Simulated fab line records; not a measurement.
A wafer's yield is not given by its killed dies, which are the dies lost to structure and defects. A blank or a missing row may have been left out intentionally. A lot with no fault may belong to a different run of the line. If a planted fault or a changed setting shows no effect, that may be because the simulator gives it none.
What tool caused it?	flow gf180mcu	13 lots with 39 wafers sampled at 5 steps, on a route of 602 steps

WHAT THE GAUGES READ, wafer by wafer
GF_POLY_GATE_CD_MEAS_10 targets a cd of 280 nm. Usual: cd-nm reads 280.2 nm (standard deviation 1.2).
lot	measured	on	cd-nm (nm)	flag
L430	day 8 23:57	cd-sem-02	279.4 280.2 280.4	
L431	day 9 10:44	cd-sem-02	279.0 280.1 280.3	
L436	day 11 05:34	cd-sem-02	278.8 279.5 278.7	
L437	day 11 05:12	cd-sem-01	281.2 281.4 280.6	
L438	day 11 14:01	cd-sem-01	278.1 277.7 278.3	
L439	day 12 00:46	cd-sem-02	279.3 280.3 279.5	
L445	day 14 02:34	cd-sem-02	279.1 279.3 278.5	
L446	day 14 05:35	cd-sem-02	280.3 280.9 280.9	
L447	day 14 15:50	cd-sem-02	280.3 279.3 280.5	
L448	day 14 19:27	cd-sem-02	281.7 279.8 281.5	
L449	day 15 02:56	cd-sem-02	279.6 280.0 279.5	
L450	day 15 03:29	cd-sem-02	280.2 279.4 280.4	
L453	day 16 07:04	cd-sem-02	281.5 280.7 281.4	

GF_HV_LDD_CD_MEAS_19 targets a cd of 400 nm. Usual: cd-nm reads 403.6 nm (standard deviation 2.6).
lot	measured	on	cd-nm (nm)	flag
L430	day 10 13:43	cd-sem-02	404.5 401.3 402.7	
L431	day 10 23:45	cd-sem-02	405.1 403.9 404.9	
L436	day 12 22:29	cd-sem-01	404.3 403.5 401.8	
L437	day 12 21:39	cd-sem-02	400.6 403.0 402.5	
L438	day 13 06:31	cd-sem-01	405.5 409.8 403.8	
L439	day 13 19:22	cd-sem-02	403.9 401.8 404.3	
L445	day 16 00:23	cd-sem-02	398.6 400.7 401.9	
L446	day 16 04:11	cd-sem-02	367.4 370.4 370.4	OFF
L447	day 16 12:19	cd-sem-02	368.0 369.8 373.4	OFF
L448	day 16 17:35	cd-sem-02	369.2 366.8 369.3	OFF
L449	day 17 01:46	cd-sem-02	409.9 409.1 407.5	
L450	day 17 02:50	cd-sem-02	368.9 367.9 368.5	OFF
L453	day 18 06:58	cd-sem-01	407.2 406.6 404.6	

GF_HV_LDD_OVL_MEAS_20. Usual: HV_LDD_01_OVL -0.9 nm, standard deviation 1.4.
lot	measured	on	HV_LDD_01_OVL (nm)	flag
L430	day 10 13:50	overlay-01	-1.3 -0.5 -1.4	
L431	day 10 23:51	overlay-01	0.7 -0.5 -1.3	
L436	day 12 22:35	overlay-02	-2.3 -0.8 -1.8	
L437	day 12 21:46	overlay-01	-2.1 -0.8 -0.9	
L438	day 13 06:38	overlay-02	-2.1 -1.4 -1.0	
L439	day 13 19:28	overlay-02	0.1 -0.2 1.0	
L445	day 16 00:30	overlay-01	0.5 0.2 1.3	
L446	day 16 04:17	overlay-02	-1.2 -0.8 -1.6	
L447	day 16 12:26	overlay-02	-2.5 -3.6 -2.9	
L448	day 16 17:41	overlay-01	0.9 1.6 1.9	
L449	day 17 01:52	overlay-02	-0.7 -1.9 -2.4	
L450	day 17 02:56	overlay-01	-2.7 -1.2 -2.5	
L453	day 18 07:05	overlay-01	-0.6 0.8 -0.1	

WHICH TOOL RAN EACH LOT (tool, then ch and the chambers of the sampled wafers, then the start)
lot	GF_DUAL_GATE_STRIP_13	GF_HV_LDD_EXPOSE_16
L430	plasma-asher-01 ch 1, day 8 03:55	iline-stepper-02 ch 0, day 10 05:01
L431	plasma-asher-02 ch 0,1, day 8 14:14	iline-stepper-01 ch 0, day 10 14:32
L436	plasma-asher-04 ch 0,1, day 10 04:52	iline-stepper-02 ch 0, day 12 12:07
L437	plasma-asher-02 ch 0,1, day 10 05:08	iline-stepper-02 ch 0, day 12 10:52
L438	plasma-asher-02 ch 0,1, day 10 17:58	iline-stepper-02 ch 0, day 12 21:24
L439	plasma-asher-01 ch 0,1, day 11 02:17	iline-stepper-02 ch 0, day 13 09:20
L445	plasma-asher-01 ch 1, day 13 03:01	iline-stepper-01 ch 0, day 15 13:52
L446	plasma-asher-01 ch 0, day 13 06:37	iline-stepper-02 ch 0, day 15 17:56
L447	plasma-asher-02 ch 0,1, day 13 17:19	iline-stepper-02 ch 0, day 16 01:31
L448	plasma-asher-04 ch 0,1, day 13 20:01	iline-stepper-02 ch 0, day 16 06:17
L449	plasma-asher-02 ch 0,1, day 14 02:40	iline-stepper-01 ch 0, day 16 15:01
L450	plasma-asher-04 ch 0,1, day 14 02:59	iline-stepper-02 ch 0, day 16 16:04
L453	plasma-asher-02 ch 0,1, day 15 05:25	iline-stepper-01 ch 0, day 17 19:16
- GF_DUAL_GATE_STRIP_13: strips in O2/N2.
- GF_HV_LDD_EXPOSE_16: exposes mask Pplus LV AREA, target cd 400 nm.

WHAT THE TOOLS THEMSELVES READ (means of the sampled wafers that have a number; where no wafer has one, the mark that the record gives instead)
GF_DUAL_GATE_STRIP_13. Usual: drypump-motor-current-A 5.5 A, standard deviation 0.36; heater-power-w 335 W, standard deviation 14; oes-product-au 0.716 a.u., standard deviation 0.0045; strip-time-to-endpoint-s 12.61 s, standard deviation 0.038.
lot	tool	drypump-motor-current-A (A)	heater-power-w (W)	oes-product-au (a.u.)	strip-time-to-endpoint-s (s)	flag
L430	plasma-asher-01	5.9	335	0.714	12.64	
L431	plasma-asher-02	5.4	350	0.718	12.58	
L436	plasma-asher-04	5.4	326	0.712	12.62	
L437	plasma-asher-02	5.4	343	0.717	12.60	
L438	plasma-asher-02	5.4	343	0.714	12.62	
L439	plasma-asher-01	5.5	319	0.720	12.64	
L445	plasma-asher-01	5.9	332	0.712	12.60	
L446	plasma-asher-01	5.2	314	0.717	12.58	
L447	plasma-asher-02	5.7	345	0.722	12.61	
L448	plasma-asher-04	5.4	327	0.718	12.70	
L449	plasma-asher-02	5.7	349	0.719	12.61	
L450	plasma-asher-04	5.4	320	0.716	12.64	
L453	plasma-asher-02	5.7	346	0.714	12.64	

GF_HV_LDD_EXPOSE_16. Usual: exposure-dose-mJ-cm2 reads 140.02 (standard deviation 0.14).
lot	tool	exposure-dose-mJ-cm2	flag
L430	iline-stepper-02	140.09	
L431	iline-stepper-01	139.88	
L436	iline-stepper-02	139.99	
L437	iline-stepper-02	140.14	
L438	iline-stepper-02	139.94	
L439	iline-stepper-02	140.08	
L445	iline-stepper-01	139.93	
L446	iline-stepper-02	124.57	OFF
L447	iline-stepper-02	124.77	OFF
L448	iline-stepper-02	124.56	OFF
L449	iline-stepper-01	140.08	
L450	iline-stepper-02	124.48	OFF
L453	iline-stepper-01	140.00	

THE ANSWER, worked out from the rows above alone
Rule: a lot is off if the mean of its wafers that have a number lies more than 3 standard deviations from the usual mean. Also off: a lot with no number at a reading for which 4 or more lots have one. Any other lot the step has rows for is counted as sound. Order of review: gauges by route order, followed by the tools' own readings, for which a lot's mean as printed above is used. The first step at which some lot is off is used, and at that step the reading that is off furthest; a lot without a number counts as furthest.
Off: L446, L447, L448, L450, at GF_HV_LDD_CD_MEAS_19 (cd-nm).
A tool fits if, at a process step before that reading, it ran every lot that is off, and no sound lot after the first of them. The gauges at GF_HV_LDD_CD_MEAS_19 aren't tried: what is off there is off at GF_HV_LDD_EXPOSE_16 too, on other tools, and a gauge's error can't cause that. One fits: iline-stepper-02 at GF_HV_LDD_EXPOSE_16. Its last sound lot is L439 (day 13 09:20), its first lot that is off L446 (day 15 17:56): a fault that began between those two fits.
On the lots that are off, the tool's own readings at GF_HV_LDD_EXPOSE_16 differ by more than 5 times the standard deviation of the sound lots' means, which bears it out; exposure-dose-mJ-cm2 reads 124.59 there versus 140.01 on the sound lots.

WHAT THE SIMULATOR HAD PUT IN
Process parameter drift: iline-stepper-02, from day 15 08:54 on, at GF_HV_LDD_EXPOSE_16. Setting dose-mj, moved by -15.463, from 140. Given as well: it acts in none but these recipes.
Shown lots that were struck: L446, L447, L448, L450. The rule above found the same.
